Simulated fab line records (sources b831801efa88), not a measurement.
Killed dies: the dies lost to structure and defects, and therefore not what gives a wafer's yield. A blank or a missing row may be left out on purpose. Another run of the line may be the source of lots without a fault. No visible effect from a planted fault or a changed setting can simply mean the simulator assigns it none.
fab line records | flow sky130
record: lots: 14 | wafers: 42 | last-day: 50
route steps=708 shown RES_PROTECT@214 LDD_P@261 LDD_HVP@288 POLY_CUT@316
lots with no fault: from the same line, run without faults
start-h: start of the lot's first displayed wafer, in hours after the record's first day | wait-h: how many hours have passed since the lot's step before this one | " as in the row above | L1.1+2: a single row standing in for several wafers | - value missing, or start not given | * or withheld: withheld | < > ~ a bound
route shown NAME@n: a module of which the file shows steps, and the number in the route of the first | usual: mean/standard deviation taken from wafers without a fault | same: alike in all rows | chamber/n: place in a boat | sites: per-site readings | _std_site: the standard deviation of these | _edge_site: outer sites' mean less inner sites' | radius-mm: for every site, how far away it sits from the centre of the wafer | mask NAME#n: copy n | behind: tool/chamber where the wafer was last shaped | hold: why the lot was held/for how many hours/how that ended | device: which transistor (n, p or np) failed to switch | end of line: the same wafers' tests at the end of the route | a step given without rows: its recipe and nothing more | killed: dies lost to structure and defects at the first sort, not the wafer's yield | map: a wafer's dies, x killed, . not, _ none there
set.NAME: the setting that was run; set.NAME@STEP: the one run at that earlier step | model.NAME: the simulator's own value behind a step, which no gauge read
route steps across a sampled set of lots; one table per step, one row per wafer
services: from which hour (start-h, from the record's first day; less than 0 if before it) a tool's chamber was out of use, for how many hours, and why
== steps ==
step: SKY_RES_PROTECT_STRIP_07
recipe: chemistry: O2/N2 | power-w: 1400 | pressure-mtorr: 1500 | platen-temp-c: withheld | o2-flow-sccm: 3000 | n2-flow-sccm: 300 | overash-fraction: 0.5
usual: drypump-motor-current-A: 5.67/0.16 | oes-product-au: 0.517/0.005 | strip-time-to-endpoint-s: 23.30/0.045
lot.wafer | tool            | chamber | start-h | wait-h | drypump-motor-current-A | oes-product-au | rf-hours-counter-h | strip-time-to-endpoint-s
L225.1    | plasma-asher-01 | 1       | 368.57  | 0.1    | 5.75                    | 0.518          | 61                 | 23.25
L225.2    | "               | 0       | "       | "      | 5.49                    | 0.512          | 61                 | 23.25
L225.5    | "               | 1       | "       | "      | 5.76                    | 0.527          | -                  | 23.20
L226.1    | plasma-asher-01 | 0       | 381.57  | 0.1    | 5.48                    | 0.519          | 62                 | 23.32
L226.2    | "               | 1       | "       | "      | 5.73                    | 0.529          | 62                 | 23.28
L226.3    | "               | 0       | "       | "      | 5.47                    | 0.514          | -                  | 23.32
L227.2    | plasma-asher-02 | 1       | 383.62  | 0.1    | 5.85                    | 0.511          | 24                 | 23.32
L227.3    | "               | 0       | "       | "      | 5.62                    | 0.518          | -                  | 23.29
L227.6    | "               | 1       | "       | "      | 5.88                    | 0.524          | -                  | 23.34
L228.1    | plasma-asher-03 | 1       | 395.37  | 0.1    | 5.37                    | 0.521          | 72                 | 23.27
L228.3    | "               | 0       | "       | "      | 5.85                    | 0.510          | -                  | 23.28
L228.6    | "               | 1       | "       | "      | 5.34                    | 0.511          | -                  | 23.21
L229.4    | plasma-asher-01 | 1       | 399.41  | 0.1    | 5.75                    | 0.524          | -                  | 23.26
L229.5    | "               | 1       | "       | "      | 5.75                    | 0.521          | -                  | 23.27
L229.6    | "               | 0       | "       | "      | 5.50                    | 0.514          | -                  | 23.29
L230.4    | plasma-asher-03 | 1       | 410.25  | 0.1    | 5.43                    | 0.515          | -                  | 23.38
L230.5    | "               | 0       | "       | "      | 5.85                    | 0.511          | -                  | 23.34
L230.6    | "               | 1       | "       | "      | 5.43                    | 0.522          | -                  | 23.42
L231.1    | plasma-asher-02 | 1       | 417.17  | 0.1    | 5.88                    | 0.510          | 28                 | 23.36
L231.2    | "               | 0       | "       | "      | 5.61                    | 0.514          | 28                 | 23.39
L231.3    | "               | 1       | "       | "      | 5.84                    | 0.511          | -                  | 23.31
L232.3    | plasma-asher-03 | 0       | 424.50  | 0.1    | 5.88                    | 0.516          | -                  | 23.26
L232.5    | "               | 0       | "       | "      | 5.90                    | 0.516          | -                  | 23.26
L232.6    | "               | 1       | "       | "      | 5.40                    | 0.521          | -                  | 23.28
L233.1    | plasma-asher-01 | 0       | 435.57  | 0.1    | 5.50                    | 0.521          | 0                  | 23.27
L233.2    | "               | 1       | "       | "      | 5.75                    | 0.521          | 0                  | 23.30
L233.5    | "               | 0       | "       | "      | 5.47                    | 0.518          | -                  | 23.28
L236.2    | plasma-asher-02 | 0       | 462.47  | 0.1    | 5.62                    | 0.519          | 33                 | 23.31
L236.4    | "               | 1       | "       | "      | 5.84                    | 0.506          | -                  | 23.33
L236.6    | "               | 1       | "       | "      | 5.87                    | 0.514          | -                  | 23.32
L237.4    | plasma-asher-02 | 1       | 471.40  | 0.1    | 5.88                    | 0.521          | -                  | 23.35
L237.5    | "               | 1       | "       | "      | 5.90                    | 0.518          | -                  | 23.33
L237.6    | "               | 0       | "       | "      | 5.60                    | 0.534          | -                  | 23.38
L243.1    | plasma-asher-01 | 1       | 528.97  | 0.1    | 5.73                    | 0.520          | 8                  | 23.32
L243.3    | "               | 1       | "       | "      | 5.75                    | 0.522          | -                  | 23.33
L243.6    | "               | 0       | "       | "      | 5.51                    | 0.526          | -                  | 23.32
L244.1    | plasma-asher-01 | 0       | 537.77  | 0.1    | 5.49                    | 0.511          | 9                  | 23.23
L244.2    | "               | 1       | "       | "      | 5.75                    | 0.518          | 9                  | 23.20
L244.3    | "               | 0       | "       | "      | 5.49                    | 0.517          | -                  | 23.26
L245.3    | plasma-asher-02 | 1       | 548.95  | 0.1    | 5.85                    | 0.523          | -                  | 23.32
L245.4    | "               | 0       | "       | "      | 5.61                    | 0.522          | -                  | 23.31
L245.6    | "               | 0       | "       | "      | 5.62                    | 0.517          | -                  | 23.31
step: SKY_LDD_P_DEVELOP_06
recipe: resist: NOVOLAK | developer: TMAH | develop-time-s: 60 | dev-temp-c: 23
usual: chill-plate-temp-C: 22.98/0.1 | develop-time-s: 60/0
lot.wafer | tool           | chamber | start-h | wait-h | chill-plate-temp-C | develop-time-s
L225.1    | litho-track-04 | 0       | 465.62  | 0.1    | 23.04              | 60
L225.2    | "              | 0       | "       | "      | 23.05              | 60
L225.5    | "              | 0       | "       | "      | 22.96              | 60
L226.1    | litho-track-01 | 0       | 478.82  | 0.1    | 23.12              | 60
L226.2    | "              | 0       | "       | "      | 23.05              | 60
L226.3    | "              | 0       | "       | "      | 22.96              | 60
L227.2    | litho-track-04 | 0       | 482.05  | 0.1    | 22.92              | 60
L227.3    | "              | 0       | "       | "      | 23.08              | 60
L227.6    | "              | 0       | "       | "      | 23.07              | 60
L228.1    | litho-track-04 | 0       | 493.42  | 0.1    | 22.98              | 60
L228.3    | "              | 0       | "       | "      | 23.14              | 60
L228.6    | "              | 0       | "       | "      | 23.17              | 60
L229.4    | litho-track-01 | 0       | 498.44  | 0.1    | 23.12              | 60
L229.5    | "              | 0       | "       | "      | 22.98              | 60
L229.6    | "              | 0       | "       | "      | 23.07              | 60
L230.4    | litho-track-04 | 0       | 509.20  | 0.1    | 22.97              | 60
L230.5    | "              | 0       | "       | "      | 22.98              | 60
L230.6    | "              | 0       | "       | "      | 22.95              | 60
L231.1    | litho-track-03 | 0       | 515.98  | 0.1    | 23.00              | 60
L231.2    | "              | 0       | "       | "      | 22.88              | 60
L231.3    | "              | 0       | "       | "      | 22.99              | 60
L232.3    | litho-track-04 | 0       | 523.82  | 0.1    | 22.90              | 60
L232.5    | "              | 0       | "       | "      | 22.82              | 60
L232.6    | "              | 0       | "       | "      | 23.01              | 60
L233.1    | litho-track-01 | 0       | 533.62  | 0.1    | 22.97              | 60
L233.2    | "              | 0       | "       | "      | 22.96              | 60
L233.5    | "              | 0       | "       | "      | 23.04              | 60
L236.2    | litho-track-03 | -       | 564.21  | 0.1    | -                  | -
L236.4    | "              | -       | "       | "      | -                  | -
L236.6    | "              | -       | "       | "      | -                  | -
L237.4    | litho-track-04 | -       | 567.55  | 0.1    | -                  | -
L237.5    | "              | -       | "       | "      | -                  | -
L237.6    | "              | -       | "       | "      | -                  | -
L243.1    | litho-track-03 | 0       | 621.73  | 0.1    | 23.09              | 60
L243.3    | "              | 0       | "       | "      | 22.93              | 60
L243.6    | "              | 0       | "       | "      | 22.85              | 60
L244.1    | litho-track-03 | 0       | 630.28  | 0.1    | 22.79              | 60
L244.2    | "              | 0       | "       | "      | 22.83              | 60
L244.3    | "              | 0       | "       | "      | 22.97              | 60
L245.3    | litho-track-01 | 0       | 641.77  | 0.1    | 22.86              | 60
L245.4    | "              | 0       | "       | "      | 22.88              | 60
L245.6    | "              | 0       | "       | "      | 23.03              | 60
step: SKY_LDD_HVP_TW_MEAS_10
usual: LDD_HVP_TW: 461/3.2
lot.wafer | tool          | chamber | start-h | wait-h | LDD_HVP_TW
L225.1    | film-metro-02 | -       | 529.00  | 0.1    | 464
L225.2    | "             | -       | "       | "      | 462
L225.5    | "             | -       | "       | "      | 465
L226.1    | film-metro-02 | -       | 541.37  | 0.1    | 465
L226.2    | "             | -       | "       | "      | 465
L226.3    | "             | -       | "       | "      | 462
L227.2    | film-metro-01 | -       | 544.76  | 0.1    | 464
L227.3    | "             | -       | "       | "      | 460
L227.6    | "             | -       | "       | "      | 460
L228.1    | film-metro-04 | -       | 555.35  | 0.1    | 457
L228.3    | "             | -       | "       | "      | 459
L228.6    | "             | -       | "       | "      | 460
L229.4    | film-metro-04 | -       | 559.40  | 0.1    | 457
L229.5    | "             | -       | "       | "      | 459
L229.6    | "             | -       | "       | "      | 460
L230.4    | film-metro-02 | -       | 569.83  | 0.1    | 465
L230.5    | "             | -       | "       | "      | 467
L230.6    | "             | -       | "       | "      | 465
L231.1    | film-metro-04 | -       | 577.12  | 0.1    | 455
L231.2    | "             | -       | "       | "      | 457
L231.3    | "             | -       | "       | "      | 457
L232.3    | film-metro-04 | -       | 583.84  | 0.1    | 457
L232.5    | "             | -       | "       | "      | 456
L232.6    | "             | -       | "       | "      | 456
L233.1    | film-metro-01 | -       | 594.72  | 0.1    | 460
L233.2    | "             | -       | "       | "      | 458
L233.5    | "             | -       | "       | "      | 459
L236.2    | film-metro-01 | -       | 623.76  | 0.1    | 462
L236.4    | "             | -       | "       | "      | 458
L236.6    | "             | -       | "       | "      | 461
L237.4    | film-metro-01 | -       | 627.35  | 0.1    | 462
L237.5    | "             | -       | "       | "      | 458
L237.6    | "             | -       | "       | "      | 460
L243.1    | film-metro-04 | -       | 679.95  | 0.1    | 462
L243.3    | "             | -       | "       | "      | 460
L243.6    | "             | -       | "       | "      | 457
L244.1    | film-metro-02 | -       | 688.30  | 0.1    | 467
L244.2    | "             | -       | "       | "      | 465
L244.3    | "             | -       | "       | "      | 466
L245.3    | film-metro-04 | -       | 699.02  | 0.1    | 459
L245.4    | "             | -       | "       | "      | 462
L245.6    | "             | -       | "       | "      | 457
step: SKY_POLY_CUT_OVL_MEAS_09
usual: POLY_CUT_OVL: -6/5
lot.wafer | tool       | chamber | start-h | wait-h | POLY_CUT_OVL[nm]
L225.1    | overlay-02 | -       | 591.31  | 0.1    | -11
L225.2    | "          | -       | "       | "      | -4
L225.5    | "          | -       | "       | "      | -8
L226.1    | overlay-02 | -       | 603.04  | 0.1    | -11
L226.2    | "          | -       | "       | "      | -6
L226.3    | "          | -       | "       | "      | -5
L227.2    | overlay-01 | -       | 607.22  | 0.1    | -7
L227.3    | "          | -       | "       | "      | -7
L227.6    | "          | -       | "       | "      | -12
L228.1    | overlay-02 | -       | 617.24  | 0.1    | -13
L228.3    | "          | -       | "       | "      | -2
L228.6    | "          | -       | "       | "      | -16
L229.4    | overlay-01 | -       | 620.82  | 0.1    | -2
L229.5    | "          | -       | "       | "      | -4
L229.6    | "          | -       | "       | "      | -2
L230.4    | overlay-02 | -       | 630.69  | 0.1    | -13
L230.5    | "          | -       | "       | "      | -6
L230.6    | "          | -       | "       | "      | -7
L231.1    | overlay-01 | -       | 638.64  | 0.1    | -16
L231.2    | "          | -       | "       | "      | -13
L231.3    | "          | -       | "       | "      | -18
L232.3    | overlay-02 | -       | 644.45  | 0.1    | -14
L232.5    | "          | -       | "       | "      | -4
L232.6    | "          | -       | "       | "      | -2
L233.1    | overlay-02 | -       | 655.49  | 0.1    | -2
L233.2    | "          | -       | "       | "      | 1
L233.5    | "          | -       | "       | "      | 0
L237.4    | overlay-01 | -       | 686.11  | 0.1    | 0
L237.5    | "          | -       | "       | "      | -5
L237.6    | "          | -       | "       | "      | -11
L243.1    | overlay-02 | -       | 736.34  | 0.1    | -4
L243.3    | "          | -       | "       | "      | -2
L243.6    | "          | -       | "       | "      | -3
L244.1    | overlay-01 | -       | 745.32  | 0.1    | -5
L244.2    | "          | -       | "       | "      | -4
L244.3    | "          | -       | "       | "      | -3
L245.3    | overlay-02 | -       | 757.21  | 0.1    | -4
L245.4    | "          | -       | "       | "      | -6
L245.6    | "          | -       | "       | "      | -5
== services ==
tool            | chamber | start-h | hours | kind
plasma-asher-02 | -       | 359.09  | 2.8   | pm
plasma-asher-01 | -       | 421.25  | 9.0   | pm
plasma-asher-01 | 0       | 421.25  | 9.0   | vent-cycle
plasma-asher-01 | 1       | 421.25  | 9.0   | vent-cycle
plasma-asher-01 | 0       | 430.25  | -     | clean
plasma-asher-01 | 1       | 430.25  | -     | clean
plasma-asher-02 | -       | 442.21  | 5.1   | repair
plasma-asher-01 | -       | 446.57  | 1.9   | repair
plasma-asher-01 | -       | 450.67  | 1.9   | repair
plasma-asher-01 | -       | 457.51  | 12.3  | repair
plasma-asher-03 | -       | 473.34  | 3.1   | repair
plasma-asher-03 | -       | 496.19  | 4.5   | repair
plasma-asher-01 | -       | 507.00  | 1.2   | repair
== key ==
first-sign: step: SKY_LDD_P_DEVELOP_06 | reading: tool-record | direction: missing
effect none on later readings
met-at SKY_LDD_P_DEVELOP_06
struck-lots L236,L237
rows-end L236.2,L236.4,L236.6
sort-left-out L237.4,L237.5,L237.6
tester-left-out L237
not-acting-at SKY_RES_PROTECT_STRIP_07,SKY_LDD_HVP_TW_MEAS_10,SKY_POLY_CUT_OVL_MEAS_09
onset-between 523.82 564.21
fault: kind: skipped-step-whole | tool: litho-track-03,litho-track-04 | chamber: - | onset-h: 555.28 | steps: SKY_LDD_P_DEVELOP_06 | scope: struck-lots-only
tester-left-out: of these lots the tester's yield and bins aren't shown, on N5 and GAA mostly nor the transistor test; their killed dies are dies lost to structure and defects alone, not to doping, threshold or leakage, so they don't give the yield
sort-left-out: the simulated sort isn't trusted on such a fault, so these wafers' sort isn't shown, and their yield isn't known
rows-end: these wafers met a further fault down the route, and their rows from its step on are left out
